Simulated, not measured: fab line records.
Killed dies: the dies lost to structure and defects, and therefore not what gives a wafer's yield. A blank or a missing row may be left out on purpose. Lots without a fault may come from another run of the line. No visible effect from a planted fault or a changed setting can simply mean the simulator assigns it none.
One fault seen from 2 desks | flow gf180mcu | each desk holds nothing but its own numbers, with what lay behind them at the end

## THE TOOL OWNER'S DESK: pecvd-03
The tool's own readings at GF_V3_CVD_02 (deposits SiO2 from TEOS, target thk 850 nm, time 94.851 s): means of the sampled wafers that have a number, for each lot that ran on this tool. The brackets show how far a lot's mean lies from the usual mean; more than 4 standard deviations puts the lot out of limits, marked OUT.
Columns: A = heaterPowerW at GF_V3_CVD_02, usual 696 W; B = runLengthS at GF_V3_CVD_02, usual 122.9 s
lot  | first seen here | A   | B
L746 | day 23 20:26    | 695 | 122.5
L747 | day 24 06:04    | 647 | 122.9
L748 | day 24 14:40    | 676 | 122.6
L751 | day 25 12:01    | 691 | 124.8
L755 | day 26 18:50    | 621 | 123.6
L763 | day 29 07:26    | 676 | 122.6
This desk's verdict: no lot among the 6 shows anything out of limits.

## THE METROLOGY DESK
What the gauges read, lot by lot, whatever tool the lot ran on: means of the sampled wafers that have a number. The brackets show how far a lot's mean lies from the usual mean; more than 4 standard deviations puts the lot out of limits, marked OUT.
Columns: A = cdNm at GF_M3_CD_MEAS_14, usual 279.6 nm; B = V3_CVD_02_THK at GF_V3_THK_MEAS_03, usual 855 nm; C = cdNm at GF_V3_CD_MEAS_14, usual 260.0 nm
lot  | first seen here | A     | B   | C
L740 | day 21 06:49    | 277.7 | 859 | 258.2
L743 | day 22 14:34    | 280.4 | 859 | 260.4
L744 | day 23 05:32    | 281.5 | 849 | 259.4
L745 | day 23 11:31    | 277.0 | 846 | 258.4
L746 | day 23 19:30    | 280.3 | 851 | 259.3
L747 | day 24 05:07    | 280.3 | 858 | 260.1
L748 | day 24 13:43    | 279.6 | 860 | 259.0
L749 | day 24 19:34    | 279.0 | 858 | 258.5
L751 | day 25 11:05    | 280.0 | 873 | 261.8
L755 | day 26 17:55    | 279.4 | 884 | 259.5
L759 | day 28 06:34    | 279.8 | 848 | 259.3
L763 | day 29 06:29    | 278.3 | 857 | 259.3
This desk's verdict: no lot among the 12 shows anything out of limits.

## TAKEN TOGETHER
Nothing out of limits was seen by the tool owner's desk.
Nothing out of limits was seen by the metrology desk.

## WHAT THE SIMULATOR HAD INSERTED
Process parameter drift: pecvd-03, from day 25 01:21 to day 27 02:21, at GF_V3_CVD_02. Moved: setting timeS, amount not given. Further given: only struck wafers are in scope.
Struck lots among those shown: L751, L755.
